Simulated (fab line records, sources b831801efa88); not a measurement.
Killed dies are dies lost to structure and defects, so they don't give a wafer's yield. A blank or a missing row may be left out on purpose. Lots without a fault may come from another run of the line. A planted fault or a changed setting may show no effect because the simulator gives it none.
fab line records | flow sky130
record lots=6 wafers=18 last_day=50
route steps=708 shown SONOS_ONO@174 GATE_OXIDE@187 POLY_GATE@204 RES_PROTECT@206 PAD_OPEN@708
lots that met no fault: from a run of the same line without faults
start_h: hours from the record's first day to the start of the lot's first wafer shown | wait_h: hours since the lot's step before | " the same as in the row above | L1.1+2: a row that stands for several wafers | - no value, or no start given | * or withheld: withheld | < > ~ a bound
route shown NAME@n: a module of which the file shows steps, and the number in the route of the first | usual: mean/standard deviation of fault-free wafers | same: alike in all rows | chamber/n: place in a boat | sites: the reading at each site | _std_site: their standard deviation | _edge_site: outer sites' mean less inner sites' | radius_mm: how far each site lies from the wafer's centre | mask NAME#n: copy n | behind: the tool/chamber that last shaped the wafer | hold: why the lot was held/for how many hours/how that ended | device: the transistor (n, p or np) that didn't switch | end of line: the same wafers' tests at the end of the route | a step without rows: its recipe alone | killed: dies lost to structure and defects at the first sort, not the wafer's yield | map: a wafer's dies, x killed, . not, _ none there
set.NAME: the setting as run; set.NAME@STEP: as run at that earlier step | model.NAME: the simulator's own value behind a step, which no gauge read
lots at some steps of the route; a table a step, a row a wafer
services: from which hour (start_h, from the record's first day; less than 0 if before it) a tool's chamber was out of use, for how many hours, and why
## steps
# step SKY_SONOS_ONO_DEHYDRATE_06
# recipe temp_c=200 time_s=60
# step SKY_SONOS_ONO_HMDS_07
# recipe prime_time_s=60 prime_temp_c=120
# step SKY_SONOS_ONO_COAT_08
# recipe resist=NOVOLAK spin_rpm=3000 resist_thk_nm=1140
# step SKY_SONOS_ONO_SOFTBAKE_09
# recipe temp_c=90 time_s=60 resist=NOVOLAK
# step SKY_SONOS_ONO_EXPOSE_10
# recipe mask_id=ONOM target_cd_nm=410 na=0.6 source_shape=conventional sigma_outer=0.6 dose_mj=150
# step SKY_SONOS_ONO_PEB_11
# recipe temp_c=withheld time_s=* resist=NOVOLAK
# step SKY_SONOS_ONO_DEVELOP_12
# recipe develop_time_s=60 dev_temp_c=23
# step SKY_SONOS_ONO_CD_MEAS_13
# recipe target_cd_nm=410
# usual cd_nm=410.4/2
# columns lot.wafer tool chamber start_h wait_h cd_nm
L421.3 cd_sem-01 - 297.02 0.1 411.8
L421.4 " - " " 411.8
L421.6 " - " " 412.1
L422.4 cd_sem-01 - 305.22 0.1 411.1
L422.5 " - " " 411.4
L422.6 " - " " 413.0
L423.2 cd_sem-02 - 311.56 0.1 410.8
L423.4 " - " " 412.5
L423.5 " - " " 410.3
L435.1 cd_sem-02 - 411.38 0.1 411.0
L435.4 " - " " 412.0
L435.5 " - " " 412.7
L436.2 cd_sem-02 - 418.28 0.1 410.9
L436.3 " - " " 409.5
L436.4 " - " " 411.6
L441.1 cd_sem-02 - 464.79 0.2 413.1
L441.2 " - " " 414.1
L441.3 " - " " 412.3
# step SKY_SONOS_ONO_OVL_MEAS_14
# usual SONOS_ONO_OVL=1.0/1.5
# columns lot.wafer tool chamber start_h wait_h SONOS_ONO_OVL[nm]
L421.3 overlay-02 - 297.11 0.1 -0.7
L421.4 " - " " 0.4
L421.6 " - " " 0.2
L422.4 overlay-02 - 305.30 0.1 0.5
L422.5 " - " " 2.3
L422.6 " - " " 1.2
L423.2 overlay-02 - 311.67 0.1 1.4
L423.4 " - " " 0.1
L423.5 " - " " 1.5
L435.1 overlay-01 - 411.50 0.1 2.5
L435.4 " - " " 1.2
L435.5 " - " " 2.0
L436.2 overlay-02 - 418.38 0.1 0.6
L436.3 " - " " 1.4
L436.4 " - " " 2.0
L441.1 overlay-02 - 464.91 0.1 1.9
L441.2 " - " " 3.6
L441.3 " - " " 1.1
# step SKY_SONOS_ONO_ETCH_15
# recipe target_depth_nm=19.52 chemistry=CHF3/O2 source_w=600 bias_w=200 pressure_mtorr=40 chf3_flow_sccm=50 O2_flow_sccm=5 time_s=7.8
# usual drypump_motor_current_A=5.8/0.4 oes_product_au=0.993/0.011 rf_fwd_power_W=588/3.2 throttle_valve_pct=8.822/0.0091
# columns lot.wafer tool chamber start_h wait_h drypump_motor_current_A oes_product_au rf_fwd_power_W rf_hours_counter_h throttle_valve_pct
L421.3 rie_diel-04 2 297.13 0.0 6.1 0.984 585 107 8.825
L421.4 " 3 " " 5.6 0.998 591 84 8.832
L421.6 " 0 " " 5.5 0.983 580 - 8.807
L422.4 rie_diel-02 3 305.31 0.0 6.0 0.996 585 47 8.822
L422.5 " 3 " " 6.1 0.994 584 - 8.829
L422.6 " 0 " " 5.9 0.997 583 - 8.822
L423.2 rie_diel-02 1 311.70 0.0 5.1 1.011 589 5 8.814
L423.4 " 3 " " 6.1 1.011 586 47 8.827
L423.5 " 3 " " 6.1 1.002 587 - 8.821
L435.1 rie_diel-03 1 411.53 0.0 5.8 0.985 587 8 8.818
L435.4 " 0 " " 6.4 0.979 588 44 8.823
L435.5 " 1 " " 5.8 0.986 592 - 8.826
L436.2 rie_diel-03 3 418.41 0.0 6.3 0.998 587 4 8.839
L436.3 " 2 " " 5.3 0.992 593 7 8.810
L436.4 " 0 " " 6.4 0.987 587 44 8.815
L441.1 rie_diel-04 2 464.95 0.0 6.1 1.000 585 1 8.825
L441.2 " 3 " " 5.6 1.000 591 87 8.827
L441.3 " 1 " " 5.8 0.987 592 3 8.814
# step SKY_SONOS_ONO_WET_ETCH_16
# recipe chemistry=dHF target_depth_nm=14 dry=n2_spin target=SiO2 dilution=100:1 temp_c=25 time_s=280
# step SKY_SONOS_ONO_STRIP_17
# recipe chemistry=O2/N2 power_w=1400 pressure_mtorr=1500 platen_temp_c=withheld o2_flow_sccm=3000 n2_flow_sccm=300 overash_fraction=0.5
# usual drypump_motor_current_A=5.9/0.42 n2_flow_sccm=300.1/0.93 oes_product_au=0.710/0.0041 strip_time_to_endpoint_s=14.10/0.038
# columns lot.wafer tool chamber start_h wait_h drypump_motor_current_A n2_flow_sccm oes_product_au rf_hours_counter_h strip_time_to_endpoint_s
L421.3 plasma_asher-04 1 297.28 0.0 6.3 300.9 0.702 - 14.07
L421.4 " 0 " " 5.4 299.9 0.704 - 14.07
L421.6 " 1 " " 6.3 299.9 0.706 - 14.07
L422.4 plasma_asher-03 0 305.45 0.0 6.3 300.5 0.711 - 14.07
L422.5 " 1 " " 5.8 300.0 0.700 - 14.07
L422.6 " 0 " " 6.3 299.7 0.712 - 14.07
L423.2 plasma_asher-04 0 311.80 0.0 5.4 298.7 0.706 64 14.10
L423.4 " 1 " " 6.3 300.3 0.709 - 14.15
L423.5 " 1 " " 6.3 299.0 0.717 - 14.11
L435.1 plasma_asher-01 1 411.65 0.0 5.4 300.8 0.713 29 14.09
L435.4 " 1 " " 5.4 300.3 0.706 - 14.11
L435.5 " 0 " " 6.1 300.0 0.717 - 14.09
L436.2 plasma_asher-03 0 418.52 0.0 6.3 300.4 0.709 55 14.10
L436.3 " 0 " " 6.4 299.1 0.704 - 14.11
L436.4 " 1 " " 5.8 301.8 0.709 - 14.13
L441.1 plasma_asher-04 0 465.06 0.0 5.3 299.8 0.712 79 14.11
L441.2 " 1 " " 6.3 300.3 0.711 79 14.05
L441.3 " 1 " " 6.3 302.1 0.701 - 14.04
# step SKY_SONOS_ONO_WET_ETCH_18
# recipe chemistry=H3PO4 target_depth_nm=15 target=Si3N4 temp_c=160 time_s=172
# usual temp_c=159.99/0.15
# columns lot.wafer tool chamber start_h wait_h temp_c
L421.3 wet_bench-01 1 297.35 0.0 160.06
L421.4 " 1 " " 160.32
L421.6 " 1 " " 159.98
L422.4 wet_bench-04 2 305.52 0.0 160.02
L422.5 " 2 " " 160.01
L422.6 " 2 " " 160.10
L423.2 wet_bench-01 1 311.90 0.1 160.04
L423.4 " 1 " " 159.90
L423.5 " 1 " " 160.03
L435.1 wet_bench-01 2 411.75 0.1 160.14
L435.4 " 2 " " 160.13
L435.5 " 2 " " 160.10
L436.2 wet_bench-01 3 418.62 0.1 160.04
L436.3 " 3 " " 160.06
L436.4 " 3 " " 159.89
L441.1 wet_bench-04 3 465.16 0.1 159.82
L441.2 " 3 " " 159.87
L441.3 " 3 " " 159.63
# step SKY_GATE_OXIDE_CLEAN_00
# recipe chemistry=SC1/SC2 mix=1:4:20 temp_c=70 time_s=150 dry=n2_spin
# step SKY_GATE_OXIDE_OXIDATION_01
# recipe temp_c=900 ambient=O2 stabilise_s=600 purge_s=300 target_thk_a=102.68 ox_time_s=1473
# step SKY_GATE_OXIDE_THK_MEAS_02
# recipe reads=SiO2_of_GATE_OXIDE_OXIDATION_01
# usual GATE_OXIDE_OXIDATION_00_THK=10.32/0.17
# columns lot.wafer tool chamber start_h wait_h GATE_OXIDE_OXIDATION_00_THK[nm]
L421.3 film_metro-03 - 299.45 0.0 10.54
L421.4 " - " " 10.46
L421.6 " - " " 10.45
L422.4 film_metro-03 - 307.76 0.0 10.27
L422.5 " - " " 10.07
L422.6 " - " " 10.12
L423.2 film_metro-03 - 314.92 0.0 10.30
L423.4 " - " " 10.42
L423.5 " - " " 10.47
L435.1 film_metro-04 - 414.98 0.0 10.27
L435.4 " - " " 10.44
L435.5 " - " " 10.36
L436.2 film_metro-03 - 420.80 0.0 10.40
L436.3 " - " " 10.43
L436.4 " - " " 10.32
L441.1 film_metro-04 - 466.68 0.0 10.16
L441.2 " - " " 9.97
L441.3 " - " " 9.95
# step SKY_GATE_OXIDE_DEHYDRATE_03
# recipe temp_c=200 time_s=60
# step SKY_GATE_OXIDE_HMDS_04
# recipe prime_time_s=60 prime_temp_c=120
# step SKY_GATE_OXIDE_COAT_05
# recipe resist=NOVOLAK spin_rpm=3030 resist_thk_nm=1140
# step SKY_GATE_OXIDE_SOFTBAKE_06
# recipe temp_c=90 time_s=60 resist=NOVOLAK
# step SKY_GATE_OXIDE_EXPOSE_07
# recipe mask_id=LVOM na=0.6 source_shape=conventional sigma_outer=0.6 polarization=unpolarized target_cd_nm=600 dose_mj=170
# step SKY_GATE_OXIDE_PEB_08
# recipe temp_c=withheld time_s=* resist=NOVOLAK
# step SKY_GATE_OXIDE_DEVELOP_09
# recipe resist=NOVOLAK developer=TMAH develop_time_s=60 dev_temp_c=23
# step SKY_GATE_OXIDE_OVL_MEAS_10
# usual GATE_OXIDE_OVL=-1.1/1.4
# columns lot.wafer tool chamber start_h wait_h GATE_OXIDE_OVL[nm]
L421.3 overlay-01 - 324.23 0.1 -0.3
L421.4 " - " " -2.4
L421.6 " - " " -1.8
L422.4 overlay-02 - 333.86 0.1 0.6
L422.5 " - " " 0.4
L422.6 " - " " 0.0
L423.2 overlay-01 - 341.40 0.1 0.2
L423.4 " - " " -0.7
L423.5 " - " " -1.5
L435.1 overlay-02 - 445.71 0.1 -3.3
L435.4 " - " " -4.6
L435.5 " - " " -2.9
L436.2 overlay-01 - 451.16 0.1 -0.7
L436.3 " - " " -2.8
L436.4 " - " " -1.0
L441.1 overlay-02 - 498.16 0.1 2.7
L441.2 " - " " -0.4
L441.3 " - " " -0.7
# step SKY_GATE_OXIDE_IMPLANT_11
# recipe species=B energy_kev=10 dose_cm2=2.6e+12 tilt_deg=withheld
# step SKY_GATE_OXIDE_WET_ETCH_12
# recipe chemistry=dHF target_depth_nm=16.8 dry=n2_spin target=SiO2 dilution=100:1 temp_c=25 time_s=336
# step SKY_GATE_OXIDE_STRIP_13
# recipe chemistry=O2/N2 power_w=1400 pressure_mtorr=1500 platen_temp_c=withheld o2_flow_sccm=3000 n2_flow_sccm=300 overash_fraction=0.5
# usual drypump_motor_current_A=5.9/0.35 n2_flow_sccm=300.0/0.88 oes_product_au=0.715/0.0039 strip_time_to_endpoint_s=14.11/0.044
# columns lot.wafer tool chamber start_h wait_h drypump_motor_current_A n2_flow_sccm oes_product_au rf_hours_counter_h strip_time_to_endpoint_s
L421.3 plasma_asher-02 0 324.55 0.0 6.0 300.9 0.711 - 13.97
L421.4 " 1 " " 6.0 299.5 0.717 - 14.06
L421.6 " 1 " " 6.0 298.8 0.712 - 14.02
L422.4 plasma_asher-04 0 334.17 0.0 5.4 301.2 0.719 - 14.13
L422.5 " 0 " " 5.4 299.6 0.719 - 14.14
L422.6 " 1 " " 6.3 300.5 0.715 - 14.06
L423.2 plasma_asher-01 0 341.68 0.0 6.1 298.3 0.716 22 14.09
L423.4 " 0 " " 6.1 300.4 0.714 - 14.09
L423.5 " 0 " " 6.1 300.4 0.717 - 14.10
L435.1 plasma_asher-01 0 446.01 0.0 6.1 300.8 0.718 32 14.12
L435.4 " 0 " " 6.1 298.4 0.717 - 14.14
L435.5 " 1 " " 5.5 298.2 0.706 - 14.12
L436.2 plasma_asher-02 0 451.45 0.0 6.0 302.0 0.718 2 14.15
L436.3 " 0 " " 6.0 299.6 0.719 - 14.13
L436.4 " 1 " " 6.0 299.3 0.712 - 14.16
L441.1 plasma_asher-04 0 498.45 0.0 5.3 299.4 0.712 82 14.10
L441.2 " 1 " " 6.3 300.5 0.712 82 14.13
L441.3 " 1 " " 6.3 300.6 0.715 - 14.13
# step SKY_GATE_OXIDE_TW_MEAS_14
# usual GATE_OXIDE_TW=222.6/1.3
# columns lot.wafer tool chamber start_h wait_h GATE_OXIDE_TW
L421.3 film_metro-03 - 324.64 0.1 220.0
L421.4 " - " " 220.7
L421.6 " - " " 220.1
L422.4 film_metro-04 - 334.27 0.1 221.7
L422.5 " - " " 221.5
L422.6 " - " " 222.1
L423.2 film_metro-01 - 341.79 0.1 223.6
L423.4 " - " " 223.1
L423.5 " - " " 223.4
L435.1 film_metro-01 - 446.11 0.1 225.6
L435.4 " - " " 224.3
L435.5 " - " " 225.4
L436.2 film_metro-04 - 451.56 0.1 221.9
L436.3 " - " " 223.1
L436.4 " - " " 222.5
L441.1 film_metro-01 - 498.55 0.1 223.8
L441.2 " - " " 223.2
L441.3 " - " " 223.1
# step SKY_GATE_OXIDE_CLEAN_15
# recipe chemistry=SC1/SC2 mix=1:4:20 temp_c=70 time_s=150 dry=n2_spin
# step SKY_GATE_OXIDE_OXIDATION_16
# recipe temp_c=800 ambient=O2 idle_temp_c=700 ramp_up_c_per_min=10 ramp_down_c_per_min=3 stabilise_s=600 purge_s=300 target_thk_a=35.7 ox_time_s=1967
# step SKY_POLY_GATE_CVD_00
# recipe material=poly-Si target_thk_nm=180 temp_c=620 time_s=720 pressure_mtorr=200
# step SKY_POLY_GATE_THK_MEAS_01
# recipe reads=poly-Si_of_POLY_GATE_CVD_00
# usual POLY_GATE_CVD_00_THK=178.7/2
# columns lot.wafer tool chamber start_h wait_h POLY_GATE_CVD_00_THK[nm]
L421.3 film_metro-03 - 328.40 0.0 179.1
L421.4 " - " " 178.0
L421.6 " - " " 180.5
L422.4 film_metro-03 - 337.11 0.0 178.8
L422.5 " - " " 178.0
L422.6 " - " " 178.8
L423.2 film_metro-03 - 346.06 0.0 180.2
L423.4 " - " " 181.4
L423.5 " - " " 180.5
L435.1 film_metro-03 - 449.01 0.0 175.2
L435.4 " - " " 174.6
L435.5 " - " " 174.5
L436.2 film_metro-02 - 454.41 0.0 176.0
L436.3 " - " " 176.7
L436.4 " - " " 175.9
L441.1 film_metro-03 - 501.39 0.0 178.6
L441.2 " - " " 178.9
L441.3 " - " " 177.5
# step SKY_RES_PROTECT_DEHYDRATE_00
# recipe temp_c=200 time_s=60
# step SKY_RES_PROTECT_HMDS_01
# recipe prime_time_s=60 prime_temp_c=120
# step SKY_RES_PROTECT_COAT_02
# recipe resist=NOVOLAK spin_rpm=3000 resist_thk_nm=1140
# step SKY_RES_PROTECT_SOFTBAKE_03
# recipe temp_c=90 time_s=60 resist=NOVOLAK
# step SKY_RES_PROTECT_EXPOSE_04
# recipe mask_id=RPM na=0.6 source_shape=conventional sigma_outer=0.6 polarization=unpolarized target_cd_nm=1270 dose_mj=131
# step SKY_RES_PROTECT_PEB_05
# recipe temp_c=withheld time_s=* resist=NOVOLAK
# step SKY_RES_PROTECT_DEVELOP_06
# recipe resist=NOVOLAK developer=TMAH develop_time_s=60 dev_temp_c=23
# step SKY_POLY_GATE_IMPLANT_02
# recipe species=P energy_kev=30 dose_cm2=7.7e+15 tilt_deg=0
# step SKY_RES_PROTECT_STRIP_07
# recipe chemistry=O2/N2 power_w=1400 pressure_mtorr=1500 platen_temp_c=withheld o2_flow_sccm=3000 n2_flow_sccm=300 overash_fraction=0.5
# usual drypump_motor_current_A=5.92/0.28 n2_flow_sccm=300.0/0.94 oes_product_au=0.517/0.0049 strip_time_to_endpoint_s=23.30/0.048
# columns lot.wafer tool chamber start_h wait_h drypump_motor_current_A n2_flow_sccm oes_product_au rf_hours_counter_h strip_time_to_endpoint_s
L421.3 plasma_asher-03 1 355.16 0.1 5.76 298.6 0.508 - 23.32
L421.4 " 0 " " 6.33 299.4 0.520 - 23.30
L421.6 " 1 " " 5.79 300.6 0.503 - 23.35
L422.4 plasma_asher-01 1 364.19 0.1 5.48 300.6 0.514 - 23.23
L422.5 " 0 " " 6.10 300.2 0.517 - 23.28
L422.6 " 1 " " 5.45 300.3 0.514 - 23.27
L423.2 plasma_asher-03 0 374.18 0.1 6.31 297.7 0.514 50 23.34
L423.4 " 0 " " 6.33 297.5 0.522 - 23.27
L423.5 " 1 " " 5.79 299.9 0.510 - 23.31
L435.1 plasma_asher-02 1 479.51 0.1 6.01 300.2 0.513 5 23.36
L435.4 " 1 " " 6.01 301.2 0.523 - 23.38
L435.5 " 1 " " 6.02 299.9 0.514 - 23.39
L436.2 plasma_asher-01 1 485.76 0.1 5.40 301.2 0.511 36 23.33
L436.3 " 0 " " 6.13 301.4 0.507 - 23.28
L436.4 " 1 " " 5.41 301.7 0.520 - 23.29
L441.1 plasma_asher-01 1 532.82 0.1 5.44 301.2 0.522 41 23.34
L441.2 " 0 " " 6.09 299.3 0.518 41 23.35
L441.3 " 0 " " 6.08 299.3 0.515 - 23.40
# step SKY_RES_PROTECT_TW_MEAS_08
# usual POLY_GATE_TW=4006/32
# columns lot.wafer tool chamber start_h wait_h POLY_GATE_TW
L421.3 film_metro-03 - 355.25 0.1 4009
L421.4 " - " " 4021
L421.6 " - " " 4030
L422.4 film_metro-01 - 364.29 0.1 4025
L422.5 " - " " 4043
L422.6 " - " " 4034
L423.2 film_metro-01 - 374.29 0.1 4031
L423.4 " - " " 4040
L423.5 " - " " 4049
L435.1 film_metro-03 - 479.61 0.1 3986
L435.4 " - " " 3996
L435.5 " - " " 4005
L436.2 film_metro-01 - 485.87 0.1 4048
L436.3 " - " " 4038
L436.4 " - " " 4036
L441.1 film_metro-01 - 532.92 0.1 4033
L441.2 " - " " 4062
L441.3 " - " " 4043
# step SKY_PAD_OPEN_PROBE_99
# usual killed_at_M0_to_M3=43/6.6 killed_at_M4_up=3.4/1.8 killed_at_contacts=24/4.9 killed_at_front_end=15/4.1 killed_at_other=0.3/0.55 killed_dies=85/8.8 killed_open=46/6.1 killed_short=39/5.7
# same gross_dies=492 killed_at_back_side=0
# columns lot.wafer tool chamber start_h wait_h hold killed_at_M0_to_M3 killed_at_M4_up killed_at_contacts killed_at_front_end killed_at_other killed_dies killed_open killed_short
L421.3 prober-02 - 1093.81 0.2 - 39 4 21 19 0 83 41 42
L421.4 prober-02 - 1093.86 0.2 - 36 3 32 14 1 86 50 36
L421.6 prober-02 - 1093.96 0.2 - 35 4 22 10 0 71 32 39
L422.4 prober-01 - 1095.73 0.2 - 43 2 20 11 0 76 47 29
L422.5 prober-01 - 1095.78 0.2 - 30 2 25 21 0 78 47 31
L422.6 prober-01 - 1095.83 0.2 - 46 0 20 22 0 88 42 45
L423.2 prober-02 - 1102.06 0.1 - 42 5 28 16 0 91 52 39
L423.4 prober-02 - 1102.16 0.2 - 44 1 23 12 0 80 49 31
L423.5 prober-02 - 1102.21 0.2 - 46 3 19 16 1 85 46 39
L435.1 prober-02 - 1167.93 0.1 await_dispo/3.2h/release 40 6 14 51 0 111 32 41
L435.4 prober-02 - 1168.08 0.2 await_dispo/3.2h/release 33 3 25 57 0 118 41 36
L435.5 prober-02 - 1168.13 0.2 await_dispo/3.2h/release 44 2 23 50 0 119 38 44
L436.2 prober-01 - 1174.45 0.1 await_dispo/10.6h/release 37 1 20 55 0 113 37 36
L436.3 prober-01 - 1174.50 0.2 await_dispo/10.6h/release 36 4 20 55 1 116 48 33
L436.4 prober-01 - 1174.55 0.2 await_dispo/10.6h/release 46 4 26 50 0 126 48 41
L441.1 prober-02 - 1198.16 0.1 - 41 8 21 9 0 79 43 35
L441.2 prober-02 - 1198.21 0.1 - 47 5 30 14 0 96 48 48
L441.3 prober-02 - 1198.26 0.2 - 58 2 18 18 0 96 55 40
# killed by level:class
L421.3 CONTACT:geometric_particle:open=8 VIA1:geometric_particle:open=7 POLY_GATE:geometric_particle:open=6 VIA2:geometric_particle:open=6 CONTACT:geometric_particle:short=5 METAL1:geometric_particle:short=5 VIA1:geometric_particle:short=5 VIA3:geometric_particle:open=5
L421.4 CONTACT:geometric_particle:open=17 VIA1:geometric_particle:open=7 VIA3:geometric_particle:open=7 CONTACT:geometric_particle:short=6 VIA1:geometric_particle:short=5 POLY_GATE:geometric_particle:open=4 LOCAL_INTERCONNECT:geometric_particle:short=4 METAL1:geometric_particle:short=4
L421.6 CONTACT:geometric_particle:open=8 METAL1:geometric_particle:short=7 VIA1:geometric_particle:open=7 CONTACT:geometric_particle:short=6 VIA2:geometric_particle:short=6 METAL2:geometric_particle:short=4 POLY_GATE:geometric_particle:open=3 LI_CONTACT:geometric_particle:open=3
L422.4 VIA1:geometric_particle:open=11 CONTACT:geometric_particle:open=8 VIA2:geometric_particle:open=8 LI_CONTACT:geometric_particle:open=6 METAL1:geometric_particle:short=5 VIA3:geometric_particle:open=5 VIA1:geometric_particle:short=4 VIA2:geometric_particle:short=4
L422.5 CONTACT:geometric_particle:open=9 FIELD_ISO:geometric_particle:open=7 LI_CONTACT:geometric_particle:open=6 POLY_GATE:geometric_particle:open=4 METAL1:geometric_particle:short=4 VIA2:geometric_particle:short=4 VIA2:geometric_particle:open=4 FIELD_ISO:geometric_particle:short=3
L422.6 VIA1:geometric_particle:open=9 VIA2:geometric_particle:short=8 LI_CONTACT:geometric_particle:open=7 VIA3:geometric_particle:open=7 VIA1:geometric_particle:short=6 POLY_GATE:geometric_particle:short=5 POLY_CUT:geometric_particle:short=4 LOCAL_INTERCONNECT:geometric_particle:short=4
L423.2 VIA1:geometric_particle:open=12 LI_CONTACT:geometric_particle:open=9 CONTACT:geometric_particle:open=8 VIA1:geometric_particle:short=6 CONTACT:geometric_particle:short=6 VIA2:geometric_particle:open=6 FIELD_ISO:geometric_particle:short=5 POLY_GATE:geometric_particle:open=4
L423.4 LI_CONTACT:geometric_particle:open=10 CONTACT:geometric_particle:open=8 VIA1:geometric_particle:open=8 VIA2:geometric_particle:open=7 METAL1:geometric_particle:short=5 METAL2:geometric_particle:short=5 VIA1:geometric_particle:short=5 FIELD_ISO:geometric_particle:open=3
L423.5 VIA2:geometric_particle:open=12 VIA1:geometric_particle:open=10 METAL2:geometric_particle:short=7 CONTACT:geometric_particle:open=6 POLY_GATE:geometric_particle:open=4 VIA2:geometric_particle:short=4 LI_CONTACT:geometric_particle:open=4 LOCAL_INTERCONNECT:geometric_particle:short=4
L435.1 SONOS_ONO:unspecified=38 METAL1:geometric_particle:short=9 METAL2:geometric_particle:short=6 VIA1:geometric_particle:open=6 POLY_GATE:geometric_particle:short=5 VIA1:geometric_particle:short=5 LI_CONTACT:geometric_particle:open=4 CONTACT:geometric_particle:open=4
L435.4 SONOS_ONO:unspecified=41 CONTACT:geometric_particle:open=10 POLY_GATE:geometric_particle:open=6 VIA1:geometric_particle:open=6 LI_CONTACT:geometric_particle:open=5 VIA2:geometric_particle:open=5 CONTACT:geometric_particle:short=4 METAL1:geometric_particle:short=4
L435.5 SONOS_ONO:unspecified=37 LI_CONTACT:geometric_particle:open=10 METAL1:geometric_particle:short=8 VIA3:geometric_particle:open=7 LOCAL_INTERCONNECT:geometric_particle:short=6 VIA1:geometric_particle:short=6 VIA2:geometric_particle:open=6 POLY_GATE:geometric_particle:open=5
L436.2 SONOS_ONO:unspecified=40 CONTACT:geometric_particle:open=11 FIELD_ISO:geometric_particle:short=7 VIA1:geometric_particle:open=7 VIA2:geometric_particle:open=5 METAL1:geometric_particle:short=5 VIA3:geometric_particle:open=4 METAL2:geometric_particle:short=4
L436.3 SONOS_ONO:unspecified=35 VIA1:geometric_particle:open=10 CONTACT:geometric_particle:open=9 FIELD_ISO:geometric_particle:short=7 VIA2:geometric_particle:open=7 LI_CONTACT:geometric_particle:open=5 FIELD_ISO:geometric_particle:open=4 POLY_GATE:geometric_particle:open=4
L436.4 SONOS_ONO:unspecified=35 VIA2:geometric_particle:open=10 VIA1:geometric_particle:open=10 CONTACT:geometric_particle:open=9 LOCAL_INTERCONNECT:geometric_particle:short=6 CONTACT:geometric_particle:short=6 METAL3:geometric_particle:short=6 LI_CONTACT:geometric_particle:open=5
L441.1 VIA1:geometric_particle:open=9 VIA3:geometric_particle:open=9 CONTACT:geometric_particle:open=8 METAL4:geometric_particle:short=7 LOCAL_INTERCONNECT:geometric_particle:short=6 METAL2:geometric_particle:short=6 VIA2:geometric_particle:open=5 SPACER:geometric_particle:open=4
L441.2 CONTACT:geometric_particle:short=12 VIA1:geometric_particle:open=11 CONTACT:geometric_particle:open=8 METAL2:geometric_particle:short=7 VIA3:geometric_particle:open=7 LI_CONTACT:geometric_particle:open=6 VIA2:geometric_particle:open=6 VIA1:geometric_particle:short=5
L441.3 VIA1:geometric_particle:open=14 FIELD_ISO:geometric_particle:short=9 VIA2:geometric_particle:open=9 VIA3:geometric_particle:open=8 CONTACT:geometric_particle:open=6 METAL3:geometric_particle:short=6 LI_CONTACT:geometric_particle:open=5 FIELD_ISO:geometric_particle:open=4
# map L435.5 (x killed, . not)
__________........x._________
________.xx.xx........_______
______x..x....x.xxx.x..x_____
_____....x..xx...xx....x.____
____..xx......x........x..___
___..x....x.x.....x........__
__.....x.........x...x......_
_.....x...x.x..x....x..x....x
_xxx.x..............x........
_...xxxxxxxx..x.xx......x....
_....xxxxx..x.......x........
_....xxxxxx.........x....x...
_xxxxxxxxxxx....x............
_..x.xxx.xx..........x....x..
_...xx.x.x...x.........x.....
__x.x.x....x..xx.....x......_
___...x...x..x.xx..........__
____....xx.........x......___
_____..............xxx.x.____
______............x.x..._____
________......x....x.._______
__________x........._________
# map L436.4 (x killed, . not)
__________......x..._________
________x.xx.x......x._______
______...x.x...........x_____
_____.x...............xxx____
____.....x...x.x..x.......___
___.xxxx..x.x..x.....x..xx.__
__..x........x..........xxxx_
_.xxx.......x.x.......xxxx.x.
_.x...x..x.x.x......xx.xxxxxx
_.x.xx.....x........xxxxxxx.x
_x...x......x........xxxxxxxx
_x...x.....x..x.......x.xxxxx
_.........xx....x.....x....x.
_....x..x.....x...x.....xx.x.
_.x.x.......x................
__.....x..x............xx..._
___...x.....xx.....x.......__
____...x.............xx...___
_____..x...........x.....____
______x..x..x...x......._____
________......xx....xx_______
__________.......x.._________
## services
# columns tool chamber start_h hours kind
rie_diel-02 0 288.60 3.4 repair
plasma_asher-03 - 288.97 14.6 pm
plasma_asher-03 - 311.53 1.6 repair
rie_diel-02 1 312.75 4.4 repair
plasma_asher-02 - 313.38 0.7 repair
rie_diel-03 1 324.35 8.9 repair
rie_diel-03 - 349.03 2.8 pm
plasma_asher-04 - 349.90 0.6 repair
wet_bench-04 - 361.44 1.3 repair
rie_diel-02 0 373.47 1.3 repair
plasma_asher-03 - 373.57 0.6 repair
rie_diel-02 - 378.10 0.7 repair
rie_diel-02 1 384.76 12.4 repair
plasma_asher-04 - 385.52 1.2 repair
rie_diel-02 3 392.95 17.7 repair
wet_bench-04 - 413.20 2.8 repair
plasma_asher-02 - 421.25 9.0 pm
plasma_asher-02 0 421.25 9.0 vent_cycle
rie_diel-02 3 444.34 4.5 repair
wet_bench-04 - 452.82 1.9 pm
rie_diel-04 - 457.92 2.8 pm
rie_diel-03 1 462.29 10.7 repair
plasma_asher-01 - 475.12 1.9 repair
rie_diel-03 3 481.76 6.3 repair
## key
first_sign step=SKY_PAD_OPEN_PROBE_99 reading=killed_at_front_end direction=up sigmas=9.2 usual=15 struck=53
effect step=SKY_PAD_OPEN_PROBE_99 reading=killed_dies direction=up sigmas=3.6 usual=85 struck=117
met_at SKY_SONOS_ONO_WET_ETCH_18
struck_wafers L435.1,L435.4,L435.5,L436.2,L436.3,L436.4
tester_left_out L435,L436
onset_between 311.90 411.75
also_fits SKY_SONOS_ONO_ETCH_15:rie_diel-03
fault kind=chamber_particle_source tool=wet_bench-01 chamber=- onset_h=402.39 steps=SKY_SONOS_ONO_WET_ETCH_18 rate_per_visit_cm2=0.39804 end_h=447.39
# tester_left_out: of these lots the tester's yield and bins aren't shown, on N5 and GAA mostly nor the transistor test; their killed dies are dies lost to structure and defects alone, not to doping, threshold or leakage, so they don't give the yield
